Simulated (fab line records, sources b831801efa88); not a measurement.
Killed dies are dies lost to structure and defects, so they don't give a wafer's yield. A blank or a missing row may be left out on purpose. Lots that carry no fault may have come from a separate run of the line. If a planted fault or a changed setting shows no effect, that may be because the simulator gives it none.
Which tool is to blame? | flow gf180mcu | 6 lots with 18 wafers sampled at 3 steps, on a route of 602 steps

== WHAT THE GAUGES SHOWED, per wafer ==
GF_V1_CD_MEAS_14: the cd target is 260 nm.
lot  | measured     | on        | cd nm (nm)
L391 | day 18 10:22 | cd sem-02 | 259.6 259.2 261.2
L395 | day 19 23:31 | cd sem-02 | 258.1 258.3 258.8
L397 | day 20 22:36 | cd sem-01 | 259.3 260.4 260.4
L401 | day 22 05:39 | cd sem-02 | 259.7 260.3 260.9
L406 | day 24 10:48 | cd sem-02 | 261.7 262.2 261.2
L409 | day 24 20:19 | cd sem-01 | 266.1 266.0 265.3

== TOOL THAT RAN EACH LOT (tool first, then ch and the chambers of the sampled wafers, then the start) ==
lot  | GF_M1_METAL_ETCH_16               | GF_V1_PEB_12
L391 | rie metal-02 ch 0,1, day 17 09:31 | litho track-04 ch 0, day 18 10:02
L395 | rie metal-02 ch 0,1, day 18 21:39 | litho track-01 ch 0, day 19 23:11
L397 | rie metal-04 ch 0,1, day 19 20:25 | litho track-04 ch 0, day 20 22:15
L401 | rie metal-04 ch 0,1, day 21 04:54 | litho track-02 ch 0, day 22 05:19
L406 | rie metal-03 ch 0,1, day 23 10:24 | litho track-04 ch 0, day 24 10:27
L409 | rie metal-03 ch 0,1, day 23 19:49 | litho track-04 ch 0, day 24 19:59
- GF_M1_METAL_ETCH_16: etches the open film in Cl2/BCl3, stops on SiO2, target depth 750.8 nm, time 125.1 s.
- GF_V1_PEB_12: peb time 90 s.

== THE ANSWER, worked out from the rows above alone ==
Rule: what is usual is taken from the lots themselves. The widest of any qualifying gaps counts: lots, ordered by their means at a reading, are off when they make up no more than a third of the lots, leave a main group of 4 or more, and stand apart from it by 3 or more times the standard deviation of that group's means. If all means in a main group match to the digits the tables above print for the reading, that group is not used. Also off: a lot with no number at a reading for which 4 or more lots have one. The other lots that the step has rows for count as sound.
Off: L409, at GF_V1_CD_MEAS_14 (cd nm). Main group: mean 260.1 nm, sd 1.
If a tool, at a process step before that reading, ran all the lots that are off and no sound lot after the first of them, it fits. The gauges at GF_V1_CD_MEAS_14 are tried like those tools. Can't be told from this: 3 tools fit, rie metal-03 at GF_M1_METAL_ETCH_16, litho track-04 at GF_V1_PEB_12, cd sem-01 at GF_V1_CD_MEAS_14.

== WHAT WAS PUT IN BY THE SIMULATOR ==
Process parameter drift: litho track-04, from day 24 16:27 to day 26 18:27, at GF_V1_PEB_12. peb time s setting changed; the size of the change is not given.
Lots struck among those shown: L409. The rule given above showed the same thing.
